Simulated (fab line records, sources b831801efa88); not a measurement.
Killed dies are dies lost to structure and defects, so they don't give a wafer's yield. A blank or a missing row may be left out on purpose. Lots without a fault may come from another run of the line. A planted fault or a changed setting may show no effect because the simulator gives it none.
One fault seen from 2 desks | flow sky130 | each desk has only its own numbers; what lay behind them comes last

THE TOOL OWNER'S DESK: cvd_w-01
The tool's own readings at SKY_LI_CONTACT_CVD_21 (deposits W, target thk 400 nm, time 120.56 s): means of the sampled wafers that have a number, for each lot that ran on this tool. A lot is out of limits, marked OUT, if its mean lies more than 4 standard deviations from the usual mean; the brackets give that distance.
Columns: A = heater_power_w at SKY_LI_CONTACT_CVD_21, usual 783 W
lot  | first seen here | A
L815 | day 30 00:59    | 765
L822 | day 32 07:01    | 793
L825 | day 33 06:54    | 771
L835 | day 37 01:46    | 759
This desk's finding: nothing out of limits on any of the 4 lots.

THE METROLOGY DESK
What the gauges read, lot by lot, whatever tool the lot ran on: means of the sampled wafers that have a number. A lot is out of limits, marked OUT, if its mean lies more than 4 standard deviations from the usual mean; the brackets give that distance.
Columns: A = SD_N_TW at SKY_SD_N_TW_MEAS_12, usual 3977; B = LI_CONTACT_W_RS at SKY_LI_CONTACT_RS_MEAS_22, usual 0.290 ohm/sq; C = LI_CONTACT_W_THK at SKY_LI_CONTACT_THK_MEAS_23, usual 386 nm
lot  | first seen here | A    | B                | C
L814 | day 27 20:07    | 3983 | 0.284            | 395
L815 | day 28 18:44    | 3937 | 0.294            | 379
L822 | day 31 01:28    | 3991 | 0.270 (-6.3) OUT | 419 (+7.3) OUT
L825 | day 31 23:50    | 3918 | 0.268 (-7.1) OUT | 420 (+7.6) OUT
L831 | day 35 00:16    | 3986 | 0.289            | 386
L832 | day 35 04:38    | 3966 | 0.289            | 384
L833 | day 35 10:46    | 3952 | 0.289            | 384
L834 | day 35 14:20    | 3941 | 0.288            | 386
L835 | day 35 21:55    | 4020 | 0.291            | 385
L837 | day 36 01:18    | 3994 | 0.287            | 390
This desk's finding: out of limits on L822, L825; first on L822, day 32 07:10 (LI_CONTACT_W_RS at SKY_LI_CONTACT_RS_MEAS_22). In limits: L814, L815, L831, L832, L833, L834, L835, L837.

PUT TOGETHER
The metrology desk could have raised an alarm at day 32 07:10, on L822, L825.
The tool owner's desk saw nothing out of limits.
The tool owner's desk has L822, L825 on record, within its limits.
Of the lots named, all ran SKY_LI_CONTACT_CVD_21 on cvd_w-01.

WHAT THE SIMULATOR HAD PUT IN
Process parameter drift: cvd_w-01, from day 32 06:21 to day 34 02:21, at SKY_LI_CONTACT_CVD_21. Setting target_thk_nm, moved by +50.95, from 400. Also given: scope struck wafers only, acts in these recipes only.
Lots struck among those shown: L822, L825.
Hours from the fault's start to each desk's first reading out of limits: the metrology desk, 1.
